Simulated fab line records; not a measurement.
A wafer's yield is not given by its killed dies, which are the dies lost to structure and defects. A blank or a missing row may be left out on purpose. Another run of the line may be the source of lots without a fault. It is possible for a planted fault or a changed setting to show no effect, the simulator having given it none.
A lot that was struck, set against a sound lot | flow sky130 | 21 out of 708 route steps
Sound: wafers L559.1, L559.3, L559.6. Wafers L550.1, L550.3, L550.5 were the ones struck. The cause is given at the end.
Each step with rows lists, per side, the tool, then ch with its chambers, then its first start. Under that, the readings that differ: sound wafers | struck wafers | difference of the means | sigmas: that difference in standard deviations of wafers without a fault.
alike: readings with means less than 2 such deviations apart, plus words and numbers identical on both sides. not compared: withheld readings, readings lacking a value on some wafer, bounds such as >300 that could conceal the same value, and numbers that have no deviation in the record and whose values overlap.
A row with sigmas, a row that says differs or no value, or rows on one side alone: a step with any of these is where the two part. When numbers do not overlap yet have no deviation, they are printed without sigmas and do not part them. A reading that every wafer of one side lacks parts them only if that side has two wafers or more.

first, 5 steps without rows for these wafers: SKY_SD_P_COAT_02 (resist thk 1140 nm); SKY_SD_P_SOFTBAKE_03 (time 60 s); SKY_SD_P_EXPOSE_04 (exposes mask PSDM, target cd 380 nm); SKY_SD_P_PEB_05; SKY_SD_P_DEVELOP_06 (develop time 60 s).
SKY_SD_P_CD_MEAS_07: the cd target is 380 nm.
  sound: cd sem-01 at day 31 01:28; struck: cd sem-01 at day 28 09:26
  alike: cd nm
SKY_SD_P_OVL_MEAS_08:
  sound: overlay-02 at day 31 01:35; struck: overlay-01 at day 28 09:33
  alike: SD_P_OVL
after that, 1 step had no rows for these wafers: SKY_SD_P_IMPLANT_09.
SKY_SD_P_STRIP_10: strips in O2/N2.
  sound on plasma asher-04 ch 0,1, day 31 01:47; struck on plasma asher-04 ch 0,1, day 28 09:44
  alike: drypump motor current A, oes product au, strip time to endpoint s
  not compared: rf hours counter h
SKY_SD_P_TW_MEAS_11:
  sound: film metro-02 at day 31 01:53; struck: film metro-02 at day 28 09:50
  alike: SD_P_TW
then, 2 steps without rows for these wafers: SKY_RES_XHIGH_DEHYDRATE_00 (time 60 s); SKY_RES_XHIGH_HMDS_01 (prime time 60 s).
SKY_RES_XHIGH_COAT_02: resist thk 1140 nm.
  sound on litho track-03 ch 0, day 31 15:05; struck on litho track-01 ch 0, day 29 00:34
  reading                                        | sound          | struck            | difference | sigmas
  model.NOVOLAK_of_RES_XHIGH_COAT_02.thk nm (nm) | 1146 1144 1147 | 536.7 537.2 536.7 | -608.8     |
then, 3 steps without rows for these wafers: SKY_RES_XHIGH_SOFTBAKE_03 (time 60 s); SKY_RES_XHIGH_EXPOSE_04 (exposes mask URPM, target cd 1270 nm); SKY_RES_XHIGH_PEB_05.
SKY_RES_XHIGH_DEVELOP_06: develop time 60 s.
  sound on litho track-03 ch 0, day 32 04:26; struck on litho track-03 ch 0, day 29 14:53
  reading                                        | sound          | struck            | difference | sigmas
  model.NOVOLAK_of_RES_XHIGH_COAT_02.thk nm (nm) | 1146 1144 1146 | 536.3 536.8 536.3 | -608.9     |
after that, 1 step had no rows for these wafers: SKY_RES_XHIGH_IMPLANT_07.
SKY_RES_XHIGH_STRIP_08: strips in O2/N2.
  sound on plasma asher-04 ch 0,1, day 32 04:44; struck on plasma asher-03 ch 0, day 29 15:11
  reading                      | sound             | struck            | difference | sigmas
  drypump motor current A (A)  | 5.9 5.3 5.3       | 6.4 6.4 6.4       | +0.9       | +3
  oes product au (a.u.)        | 0.715 0.708 0.709 | 0.527 0.528 0.530 | -0.182     | -40
  strip time to endpoint s (s) | 14.36 14.32 14.35 | 7.21 7.22 7.22    | -7.13      | -99 or more
  not compared: rf hours counter h
SKY_RES_XHIGH_TW_MEAS_09:
  sound: film metro-02 at day 32 04:50; struck: film metro-01 at day 29 15:17
  alike: RES_XHIGH_TW
-- here the record skips 18 days between the struck wafers' starts before and after, leaving off in module RES_XHIGH and picking up in module PAD_OPEN (first step shown: number 708 of the route) --
SKY_PAD_OPEN_PROBE_99:
  sound: prober-01 at day 49 16:02; struck: prober-02 at day 47 21:41
  alike: killed_at_M0_to_M3, killed_at_M4_up, killed at contacts, killed at front end, killed at other, killed dies, killed open, killed short

== WHERE THEY PART ==
At SKY_RES_XHIGH_STRIP_08 and nowhere else, as far as this record goes. Later steps at which nothing parts them and some readings are alike: SKY_RES_XHIGH_TW_MEAS_09, SKY_PAD_OPEN_PROBE_99.

WHY: the cause the simulator had injected
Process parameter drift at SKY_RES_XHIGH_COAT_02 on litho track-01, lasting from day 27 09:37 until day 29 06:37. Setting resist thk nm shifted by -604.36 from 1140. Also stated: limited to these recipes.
